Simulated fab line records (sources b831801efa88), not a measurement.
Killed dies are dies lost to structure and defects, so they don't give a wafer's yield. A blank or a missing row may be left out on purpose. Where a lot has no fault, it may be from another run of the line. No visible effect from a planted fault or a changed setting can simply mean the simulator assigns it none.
Problem report, 8D (eight disciplines) form, completed by code :: flow gf180mcu :: the parts of the form that need people (team, actions taken, sign-off) are left out

== 1. WHAT IS WRONG ==
Mean of killed_at_M0_to_M3 at GF_PASSIVATION_PROBE_99: 208 across 6 wafers in 2 lots; on wafers with no fault it is 21 (standard deviation 4.5). Measured from the usual mean, that is +41 standard deviations.
First observed at day 34 03:04: wafer L136.2, on prober-01. The record has a number at this step for 36 wafers belonging to 12 lots. Rule for "out", or "out of limits": more than 4 standard deviations from the usual mean. The rest of the wafers with a number are treated as sound.

== 2. WHAT THIS IS AND IS NOT ==
question: which readings at this step
is: killed_at_M0_to_M3, defect limited yield, killed dies, killed on rim, sort_bin_3_pad_short, sort_bin_5_function, sort_bin_6_memory, sort n pass, sort yield pct
is not: killed open, killed short

question: which lots
is: L136, L137
is not: L120, L121, L122, L123, L124, L125, L126, L127, L138, L139

question: which wafers of those lots
is: all that have a number
is not: -

question: read on which tools
is: prober-01, prober-02
is not: -

question: when
is: from day 34 03:04
is not: up to then (24 sound wafers); but 6 sound wafers of L138, L139 came after

== 3. WHAT RULES OUT EACH SUSPECT ==
Counting: any tool at a process step up to the reading is kept as a suspect provided that every lot that is out went through it and no sound lot did after the first of them.
- cmp-02 at GF_V2_CMP_26 (polishes, stops on SiO2, t overpolish 15 s, target thk 0 nm): kept. It ran every lot that is out, first L136 (day 26 21:25), and no sound lot after that; its last sound lot up to then is L127 (day 23 06:58).
The count leaves cmp-02 at GF_V2_CMP_26.

== 4. THE CAUSE (what the simulator had put in) ==
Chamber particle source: cmp-02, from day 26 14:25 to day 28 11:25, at GF_V2_CMP_26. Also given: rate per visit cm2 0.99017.
This tool alone remained once counting was done.

== 5. THE CHAIN OF EFFECTS, in route order ==
Each row: a reading where the mean over the struck wafers with a number is more than 3 standard deviations away from the usual. Readings are gone through only where the record gives a usual standard deviation; hours: the median, over the lots, of the time from a lot's start at the first step in this table giving one to that lot's start at this step; sigmas: the change measured in usual standard deviations.
hours: 0
step: GF_PASSIVATION_PROBE_99
reading: defect limited yield
usual: 90.4 %
on struck wafers: 53.5
change: -37.0
sigmas: -26

hours: 0
step: GF_PASSIVATION_PROBE_99
reading: killed_at_M0_to_M3
usual: 21
on struck wafers: 208
change: +187
sigmas: +41

hours: 0
step: GF_PASSIVATION_PROBE_99
reading: killed dies
usual: 47
on struck wafers: 229
change: +182
sigmas: +27

hours: 0
step: GF_PASSIVATION_PROBE_99
reading: killed on rim
usual: 9.2
on struck wafers: 44.5
change: +35.3
sigmas: +12

hours: 0
step: GF_PASSIVATION_PROBE_99
reading: sort_bin_3_pad_short
usual: 0.4 %
on struck wafers: 2.9
change: +2.5
sigmas: +8.2

hours: 0
step: GF_PASSIVATION_PROBE_99
reading: sort_bin_5_function
usual: 5.6 %
on struck wafers: 29.0
change: +23.4
sigmas: +24

hours: 0
step: GF_PASSIVATION_PROBE_99
reading: sort_bin_6_memory
usual: 3.6 %
on struck wafers: 14.6
change: +11.0
sigmas: +12

hours: 0
step: GF_PASSIVATION_PROBE_99
reading: sort n pass
usual: 445
on struck wafers: 263
change: -182
sigmas: -27

hours: 0
step: GF_PASSIVATION_PROBE_99
reading: sort yield pct
usual: 90.4 %
on struck wafers: 53.5
change: -37.0
sigmas: -26
Process steps it contains:
- GF_PASSIVATION_PROBE_99

== 6. WHAT WOULD HAVE CAUGHT IT SOONER ==
181 hours passed between the start of the fault at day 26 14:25 and the first reading out of limits in this record, taken at day 34 03:04.
No tool reading at GF_V2_CMP_26 that has a usual standard deviation in the record was out on any struck wafer, so an alarm limit of 4 standard deviations on those readings would not have fired.
By day 34 03:04 the whole set of lots that are out, 2 in number, had already begun GF_V2_CMP_26 on cmp-02. None of them would have been spared by holding the tool at that moment.
